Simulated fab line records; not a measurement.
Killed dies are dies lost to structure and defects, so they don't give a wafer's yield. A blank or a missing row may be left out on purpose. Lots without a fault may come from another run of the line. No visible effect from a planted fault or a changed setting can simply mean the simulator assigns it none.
The tool behind it: which one? | flow gf180mcu | Sampling: 12 lots, 35 wafers, 6 of 602 route steps

== WHAT EACH GAUGE READ, for each wafer ==
GF_V2_OVL_MEAS_15. Usual: V2_OVL gives -2 nm (standard deviation 5.7).
lot  | measured     | on         | V2_OVL (nm) | flag
L766 | day 20 04:58 | overlay-01 | -5 -4 -10   |
L768 | day 21 07:55 | overlay-02 | -3 -5 -7    |
L769 | day 21 15:54 | overlay-02 | -3 4 8      |
L770 | day 22 07:02 | overlay-01 | -8 -13 -6   |
L771 | day 22 12:26 | overlay-01 | 6 3 -2      |
L772 | day 22 16:51 | overlay-02 | 5 8 8       |
L773 | day 23 00:16 | overlay-01 | 9 8 1       |
L774 | day 23 11:43 | overlay-02 | 0 -7 -4     |
L776 | day 24 02:48 | overlay-01 | -2 -4 1     |
L778 | day 24 15:33 | overlay-01 | -5 2 3      |
L780 | day 25 14:10 | overlay-02 | 0 -4 -10    |
L782 | day 26 00:39 | overlay-02 | -9 -6       |

GF_V3_THK_MEAS_03. Usual: V3_CVD_02_THK gives 849 nm (standard deviation 11).
lot  | measured     | on            | V3_CVD_02_THK (nm) | flag
L766 | day 21 07:52 | film-metro-01 | 841 864 854        |
L768 | day 22 10:50 | film-metro-02 | 836 861 839        |
L769 | day 22 18:01 | film-metro-01 | 848 833 867        |
L770 | day 23 08:38 | film-metro-04 | 845 838 859        |
L771 | day 23 13:25 | film-metro-04 | 844 850 849        |
L772 | day 23 17:49 | film-metro-02 | 853 864 874        |
L773 | day 24 01:43 | film-metro-01 | 855 868 868        |
L774 | day 24 12:38 | film-metro-04 | 826 830 854        |
L776 | day 25 04:00 | film-metro-01 | 854 855 867        |
L778 | day 25 16:22 | film-metro-04 | 845 839 844        |
L780 | day 26 14:12 | film-metro-01 | 837 848 849        |
L782 | day 26 23:52 | film-metro-01 | 965 973            | OFF

GF_V3_CD_MEAS_14: the cd target is 260 nm. Usual: 260.0 nm for cd-nm, sd 1.3.
lot  | measured     | on        | cd-nm (nm)        | flag
L766 | day 22 07:24 | cd-sem-02 | 257.5 258.4 258.5 |
L768 | day 23 10:32 | cd-sem-02 | 260.9 261.9 261.9 |
L769 | day 23 16:56 | cd-sem-01 | 260.9 259.6 260.8 |
L770 | day 24 07:54 | cd-sem-02 | 258.7 260.2 258.5 |
L771 | day 24 12:02 | cd-sem-02 | 259.7 260.1 258.9 |
L772 | day 24 16:13 | cd-sem-02 | 261.6 263.4 262.9 |
L773 | day 25 00:30 | cd-sem-02 | 262.0 261.7 262.3 |
L774 | day 25 10:29 | cd-sem-02 | 258.2 257.9 256.8 |
L776 | day 26 01:20 | cd-sem-02 | 259.2 259.6 258.6 |
L778 | day 26 13:44 | cd-sem-02 | 261.2 261.0 260.9 |
L780 | day 27 11:05 | cd-sem-01 | 259.3 260.6 260.6 |
L782 | day 27 20:53 | cd-sem-01 | 261.3 260.4       |

== TOOL THAT RAN EACH LOT (tool first, then ch and the chambers of the sampled wafers, then the start) ==
lot  | GF_V2_SPUTTER_22             | GF_V3_CVD_02                    | GF_V3_CMP_04
L766 | pvd-sputter-02, day 20 05:44 | pecvd-02 ch 1,2, day 21 07:47   | cmp-02 ch 0,1,2, day 21 07:58
L768 | pvd-sputter-02, day 21 08:40 | pecvd-02 ch 0,1, day 22 10:46   | cmp-01 ch 1,2,3, day 22 10:57
L769 | pvd-sputter-01, day 21 16:40 | pecvd-04 ch 0,1, day 22 17:56   | cmp-01 ch 0,1,2, day 22 18:10
L770 | pvd-sputter-02, day 22 07:47 | pecvd-01 ch 0,1, day 23 08:33   | cmp-01 ch 0,1, day 23 08:48
L771 | pvd-sputter-02, day 22 13:11 | pecvd-02 ch 0,1,2, day 23 13:20 | cmp-01 ch 2,3, day 23 13:28
L772 | pvd-sputter-01, day 22 17:37 | pecvd-02 ch 0,2, day 23 17:44   | cmp-01 ch 0,1, day 23 17:52
L773 | pvd-sputter-01, day 23 01:01 | pecvd-01 ch 1,2, day 24 01:39   | cmp-02 ch 1,2,3, day 24 01:50
L774 | pvd-sputter-02, day 23 12:29 | pecvd-04 ch 1,2, day 24 12:34   | cmp-01 ch 0,2,3, day 24 12:45
L776 | pvd-sputter-04, day 24 03:34 | pecvd-02 ch 1,2, day 25 03:56   | cmp-02 ch 1,3, day 25 04:04
L778 | pvd-sputter-02, day 24 16:43 | pecvd-02 ch 1,2, day 25 16:18   | cmp-02 ch 0,2,3, day 25 16:29
L780 | pvd-sputter-01, day 25 14:56 | pecvd-02 ch 0,1,2, day 26 14:08 | cmp-02 ch 0,1,3, day 26 14:16
L782 | pvd-sputter-01, day 26 01:25 | pecvd-02 ch 0,1, day 26 23:48   | cmp-01 ch 2,3, day 26 23:56
- GF_V2_SPUTTER_22: material TiN, target thk 10 nm, time 40 s.
- GF_V3_CVD_02: deposits SiO2 from TEOS, target thk 850 nm, time 94.851 s.
- GF_V3_CMP_04: polishes SiO2.

== AS READ BY THE TOOLS THEMSELVES (means over the sampled wafers that have a number; for cases with no such wafer, the mark the record gives instead) ==
GF_V2_SPUTTER_22. Usual: cathode-dc-power-W 3999.9 W, standard deviation 0.69; throttle-valve-pct 30.1 %, standard deviation 1.2.
lot  | tool           | cathode-dc-power-W (W) | throttle-valve-pct (%) | flag
L766 | pvd-sputter-02 | 3999.6                 | 30.2                   |
L768 | pvd-sputter-02 | 4000.3                 | 30.9                   |
L769 | pvd-sputter-01 | 4000.1                 | 30.0                   |
L770 | pvd-sputter-02 | 4000.2                 | 31.0                   |
L771 | pvd-sputter-02 | 4000.0                 | 31.3                   |
L772 | pvd-sputter-01 | 3999.6                 | 30.1                   |
L773 | pvd-sputter-01 | 3999.5                 | 30.0                   |
L774 | pvd-sputter-02 | 4000.2                 | 30.1                   |
L776 | pvd-sputter-04 | 4000.0                 | 29.4                   |
L778 | pvd-sputter-02 | 3999.4                 | 30.4                   |
L780 | pvd-sputter-01 | 3999.1                 | 31.0                   |
L782 | pvd-sputter-01 | 4000.0                 | 30.8                   |

GF_V3_CVD_02. Usual: 660 W for heater-power-w, sd 160.
lot  | tool     | heater-power-w (W) | flag
L766 | pecvd-02 | 872                |
L768 | pecvd-02 | 594                |
L769 | pecvd-04 | 577                |
L770 | pecvd-01 | 627                |
L771 | pecvd-02 | 693                |
L772 | pecvd-02 | 858                |
L773 | pecvd-01 | 591                |
L774 | pecvd-04 | 596                |
L776 | pecvd-02 | 764                |
L778 | pecvd-02 | 720                |
L780 | pecvd-02 | 750                |
L782 | pecvd-02 | 542                |

GF_V3_CMP_04. Usual: edge-zone-pressure-frac 1.001, standard deviation 0.0048; motor-current-A 11.7 A, standard deviation 1.2; time-to-endpoint-s 81 s, standard deviation 5.7.
lot  | tool   | edge-zone-pressure-frac | motor-current-A (A) | time-to-endpoint-s (s) | flag
L766 | cmp-02 | 0.998                   | 11.7                | 79                     |
L768 | cmp-01 | 0.998                   | 11.9                | 82                     |
L769 | cmp-01 | 1.003                   | 12.4                | 85                     |
L770 | cmp-01 | 0.996                   | 13.1                | 80                     |
L771 | cmp-01 | 1.007                   | 11.0                | 83                     |
L772 | cmp-01 | 1.002                   | 13.3                | 87                     |
L773 | cmp-02 | 1.000                   | 11.8                | 85                     |
L774 | cmp-01 | 0.999                   | 11.5                | 78                     |
L776 | cmp-02 | 0.997                   | 10.7                | 82                     |
L778 | cmp-02 | 0.999                   | 12.2                | 77                     |
L780 | cmp-02 | 1.000                   | 11.1                | 76                     |
L782 | cmp-01 | 0.999                   | 10.7                | 124                    | OFF

== THE ANSWER, worked out from the rows above alone ==
Rule: lot off if the mean of its wafers having a number is beyond 3 standard deviations from the usual mean. Also off: a lot with no number at a reading for which 4 or more lots have one. All remaining lots with rows at the step are treated as sound. The gauges are gone through in route order, then the tools' own readings, and for those a lot's mean is taken as printed above. At the first step where some lot is off, the reading lying furthest off is the one used; lots without a number count as furthest.
Off: L782, seen at GF_V3_THK_MEAS_03 (V3_CVD_02_THK).
A tool fits if, at a process step before that reading, it ran every lot that is off, and no sound lot after the first of them. The gauges at GF_V3_THK_MEAS_03 aren't tried: what is off there is off at GF_V3_CMP_04 too, on other tools, and a gauge's error can't cause that. Can't be told from this: 2 tools fit, pvd-sputter-01 at GF_V2_SPUTTER_22, pecvd-02 at GF_V3_CVD_02.

== WHAT THE SIMULATOR HAD INSERTED ==
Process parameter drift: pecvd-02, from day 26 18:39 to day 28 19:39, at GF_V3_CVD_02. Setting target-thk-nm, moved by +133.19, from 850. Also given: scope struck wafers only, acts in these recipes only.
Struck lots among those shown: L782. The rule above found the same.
